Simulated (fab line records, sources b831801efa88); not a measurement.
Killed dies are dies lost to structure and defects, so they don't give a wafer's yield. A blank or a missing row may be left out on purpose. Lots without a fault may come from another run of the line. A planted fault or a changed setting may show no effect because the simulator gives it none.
fab line records | flow gf180mcu | part 2 of 2: steps 27 to 36 of 36
record lots=5 wafers=15 last_day=33
route steps=602 shown CONTACT@299 M1@315
lots that met no fault: from a run of the same line without faults
start_h: hours from the record's first day to the start of the lot's first wafer shown | wait_h: hours since the lot's step before | " the same as in the row above | L1.1+2: a row that stands for several wafers | - no value, or no start given | * or withheld: withheld | < > ~ a bound
route shown NAME@n: a module of which the file shows steps, and the number in the route of the first | usual: mean/standard deviation of fault-free wafers | same: alike in all rows | chamber/n: place in a boat | sites: the reading at each site | _std_site: their standard deviation | _edge_site: outer sites' mean less inner sites' | radius_mm: how far each site lies from the wafer's centre | mask NAME#n: copy n | behind: the tool/chamber that last shaped the wafer | hold: why the lot was held/for how many hours/how that ended | device: the transistor (n, p or np) that didn't switch | end of line: the same wafers' tests at the end of the route | a step without rows: its recipe alone | killed: dies lost to structure and defects at the first sort, not the wafer's yield | map: a wafer's dies, x killed, . not, _ none there
set.NAME: the setting as run; set.NAME@STEP: as run at that earlier step | model.NAME: the simulator's own value behind a step, which no gauge read
lots at some steps of the route; a table a step, a row a wafer
services: from which hour (start_h, from the record's first day; less than 0 if before it) a tool's chamber was out of use, for how many hours, and why
## steps
# step GF_M1_SOFTBAKE_10
# recipe temp_c=130 time_s=60 resist=KrF
# usual exhaust_pa=45.1/0.88
# columns lot.wafer tool chamber start_h wait_h exhaust_pa
L080.1 litho_track-01 0 425.14 0.1 44.2
L080.5 " 0 " " 43.9
L080.6 " 0 " " 44.4
L082.2 litho_track-01 0 447.22 0.1 44.3
L082.3 " 0 " " 44.3
L082.5 " 0 " " 44.4
L083.1 litho_track-03 0 456.01 0.1 45.1
L083.5 " 0 " " 44.9
L083.6 " 0 " " 44.2
L088.1 litho_track-02 0 498.71 0.1 47.6
L088.2 " 0 " " 46.2
L088.3 " 0 " " 45.8
L094.2 litho_track-03 0 550.88 0.1 44.8
L094.4 " 0 " " 45.3
L094.5 " 0 " " 45.0
# step GF_M1_EXPOSE_11
# recipe mask_id=Metal1 target_cd_nm=230 na=0.68 source_shape=conventional sigma_outer=0.6 dose_mj=28
# columns lot.wafer tool chamber start_h wait_h mask
L080.1+5+6 krf_scanner-02 0 - - Metal1#0
L082.2+3+5 krf_scanner-02 0 - - Metal1#0
L083.1+5+6 krf_scanner-02 0 - - Metal1#0
L088.1+2+3 krf_scanner-02 0 - - Metal1#0
L094.2+4+5 krf_scanner-02 0 - - Metal1#0
# step GF_M1_PEB_12
# recipe peb_temp_c=135 peb_time_s=90 resist=KrF
# usual exhaust_pa=45.2/0.92
# columns lot.wafer tool chamber start_h wait_h exhaust_pa
L080.1 litho_track-02 0 - - 44.3
L080.5 " 0 " " 44.5
L080.6 " 0 " " 44.8
L082.2 litho_track-01 0 - - 44.2
L082.3 " 0 " " 44.1
L082.5 " 0 " " 45.1
L083.1 litho_track-01 0 - - 44.6
L083.5 " 0 " " 44.4
L083.6 " 0 " " 44.3
L088.1 litho_track-03 0 - - 45.7
L088.2 " 0 " " 43.8
L088.3 " 0 " " 46.3
L094.2 litho_track-03 0 - - 45.8
L094.4 " 0 " " 45.6
L094.5 " 0 " " 44.3
# step GF_M1_DEVELOP_13
# recipe develop_time_s=60 dev_temp_c=21
# usual exhaust_pa=45.1/0.95
# columns lot.wafer tool chamber start_h wait_h exhaust_pa
L080.1 litho_track-02 0 437.16 0.2 45.1
L080.5 " 0 " " 45.9
L080.6 " 0 " " 44.8
L082.2 litho_track-01 0 459.42 0.2 45.0
L082.3 " 0 " " 43.6
L082.5 " 0 " " 45.2
L083.1 litho_track-01 0 467.44 0.2 44.2
L083.5 " 0 " " 44.5
L083.6 " 0 " " 44.2
L088.1 litho_track-03 0 510.71 0.2 44.1
L088.2 " 0 " " 44.0
L088.3 " 0 " " 44.9
L094.2 litho_track-03 0 561.73 0.2 44.8
L094.4 " 0 " " 43.8
L094.5 " 0 " " 43.2
# step GF_M1_CD_MEAS_14
# recipe target_cd_nm=230
# usual cd_nm=230.0/1.4
# columns lot.wafer tool chamber start_h wait_h cd_nm
L080.1 cd_sem-01 - 437.31 0.1 232.0
L080.5 " - " " 233.0
L080.6 " - " " 233.0
L082.2 cd_sem-01 - 459.56 0.1 230.2
L082.3 " - " " 230.3
L082.5 " - " " 231.0
L083.1 cd_sem-02 - 467.59 0.1 230.1
L083.5 " - " " 229.9
L083.6 " - " " 229.1
L088.1 cd_sem-02 - 510.86 0.1 228.1
L088.2 " - " " 228.4
L088.3 " - " " 228.8
L094.2 cd_sem-01 - 561.88 0.1 230.1
L094.4 " - " " 229.6
L094.5 " - " " 230.0
# step GF_M1_OVL_MEAS_15
# usual M1_OVL=2/4.5
# columns lot.wafer tool chamber start_h wait_h M1_OVL[nm]
L080.1 overlay-02 - 437.43 0.1 7
L080.5 " - " " -5
L080.6 " - " " -3
L082.2 overlay-02 - 459.67 0.1 -3
L082.3 " - " " 3
L082.5 " - " " 0
L083.1 overlay-01 - 467.71 0.1 -8
L083.5 " - " " 2
L083.6 " - " " -4
L088.1 overlay-01 - 510.98 0.1 0
L088.2 " - " " -2
L088.3 " - " " 12
L094.2 overlay-02 - 561.98 0.1 3
L094.4 " - " " 4
L094.5 " - " " 1
# step GF_M1_METAL_ETCH_16
# recipe chemistry=Cl2/BCl3 mask_material=KrF target_depth_nm=750.8 stop_on=SiO2 pressure_mtorr=8 icp_w=800 bias_w=140 Cl2_flow_sccm=80 bcl3_flow_sccm=40 time_s=125.1
# usual bias_w=140.0/0.37 drypump_motor_current_A=5.9/0.5 oes_product_au=0.988/0.0061 throttle_valve_pct=28.232/0.0097
# columns lot.wafer tool chamber start_h wait_h bias_w drypump_motor_current_A oes_product_au rf_hours_counter_h throttle_valve_pct
L080.1 rie_metal-04 1 437.47 0.0 140.5 6.3 0.989 11 28.215
L080.5 " 1 " " 140.0 6.4 0.990 - 28.231
L080.6 " 0 " " 140.1 5.5 0.985 - 28.231
L082.2 rie_metal-02 0 459.70 0.0 140.3 6.7 0.992 6 28.219
L082.3 " 0 " " 139.8 6.7 0.996 - 28.239
L082.5 " 0 " " 139.9 6.7 0.994 - 28.242
L083.1 rie_metal-04 1 467.75 0.0 139.7 6.4 0.997 11 28.224
L083.5 " 1 " " 139.5 6.4 0.985 - 28.221
L083.6 " 0 " " 139.1 5.4 0.984 - 28.225
L088.1 rie_metal-01 1 511.01 0.0 139.9 6.0 0.981 6 28.234
L088.2 " 0 " " 140.3 5.5 0.991 10 28.244
L088.3 " 1 " " 139.8 6.1 0.989 - 28.237
L094.2 rie_metal-04 0 562.05 0.1 140.1 5.5 0.979 - 28.254
L094.4 " 0 " " 139.8 5.4 0.983 - 28.237
L094.5 " 0 " " 139.3 5.4 0.977 - 28.226
# step GF_M1_STRIP_17
# recipe chemistry=O2/N2 power_w=1400 pressure_mtorr=1500 platen_temp_c=250 o2_flow_sccm=3000 n2_flow_sccm=300 overash_fraction=0.5
# usual drypump_motor_current_A=5.6/0.37 heater_power_w=351/62 oes_product_au=0.538/0.0046 strip_time_to_endpoint_s=7.41/0.04
# columns lot.wafer tool chamber start_h wait_h drypump_motor_current_A heater_power_w oes_product_au rf_hours_counter_h strip_time_to_endpoint_s
L080.1 plasma_asher-04 1 437.60 0.1 4.9 321 0.530 80 7.30
L080.5 " 0 " " 6.5 307 0.535 - 7.33
L080.6 " 1 " " 4.9 317 0.542 - 7.39
L082.2 plasma_asher-01 1 459.83 0.1 5.7 279 0.533 72 7.43
L082.3 " 0 " " 5.7 450 0.535 - 7.42
L082.5 " 0 " " 5.7 435 0.548 - 7.39
L083.1 plasma_asher-02 0 467.88 0.1 5.6 400 0.531 34 7.36
L083.5 " 0 " " 5.5 402 0.541 - 7.40
L083.6 " 1 " " 5.5 326 0.542 - 7.45
L088.1 plasma_asher-04 0 511.14 0.1 6.5 305 0.540 87 7.46
L088.2 " 1 " " 4.9 324 0.542 87 7.42
L088.3 " 0 " " 6.5 312 0.542 - 7.48
L094.2 plasma_asher-01 1 562.27 0.2 5.7 268 0.545 81 7.42
L094.4 " 1 " " 5.7 274 0.542 - 7.45
L094.5 " 1 " " 5.7 278 0.540 - 7.42
# step GF_M1_STRIP_18
# recipe chemistry=post_etch_residue_remover time_s=1200 temp_c=72.5
# columns lot.wafer tool chamber start_h wait_h
L080.1+5+6 wet_bench-01 1 437.70 0.1
L082.2+3+5 wet_bench-01 3 459.93 0.1
L083.1+5+6 wet_bench-03 3 467.98 0.1
L088.1+2+3 wet_bench-04 0 511.24 0.1
L094.2+4+5 wet_bench-03 0 562.37 0.1
# step GF_M1_CLEAN_19
# recipe chemistry=DIW dry=n2_spin
# columns lot.wafer tool chamber start_h wait_h
L080.1+5+6 wet_bench-04 0 438.04 0.0
L082.2+3+5 wet_bench-03 3 460.27 0.0
L083.1+5+6 wet_bench-01 0 468.35 0.0
L088.1+2+3 wet_bench-01 3 511.58 0.0
L094.2+4+5 wet_bench-01 3 562.71 0.0
## services
# columns tool chamber start_h hours kind
krf_scanner-02 - 395.79 16.3 repair
pvd_sputter-02 - 412.88 5.0 repair
rie_diel-02 - 423.43 0.5 repair
rie_diel-02 1 428.41 24.2 repair
rie_diel-02 3 431.63 6.2 repair
rie_diel-02 2 432.13 1.7 repair
pvd_sputter-01 - 434.46 1.3 repair
rie_diel-02 0 436.29 31.9 repair
plasma_asher-01 - 438.07 4.9 repair
krf_scanner-02 - 439.16 1.0 pm
rie_diel-03 2 452.54 12.0 repair
rie_diel-03 1 467.97 8.5 repair
pvd_sputter-02 - 468.21 3.4 repair
rie_diel-02 1 476.66 3.2 repair
krf_scanner-02 - 479.48 0.8 pm
plasma_asher-01 - 497.25 15.6 pm
krf_scanner-02 - 507.67 1.3 pm
plasma_asher-01 - 519.27 1.7 repair
krf_scanner-02 - 535.24 3.0 pm
wet_bench-03 - 536.83 4.5 repair
pvd_sputter-01 - 538.21 3.4 repair
pvd_sputter-02 - 542.69 24.9 repair
wet_bench-04 - 548.81 5.2 repair
wet_bench-03 - 550.46 1.6 repair
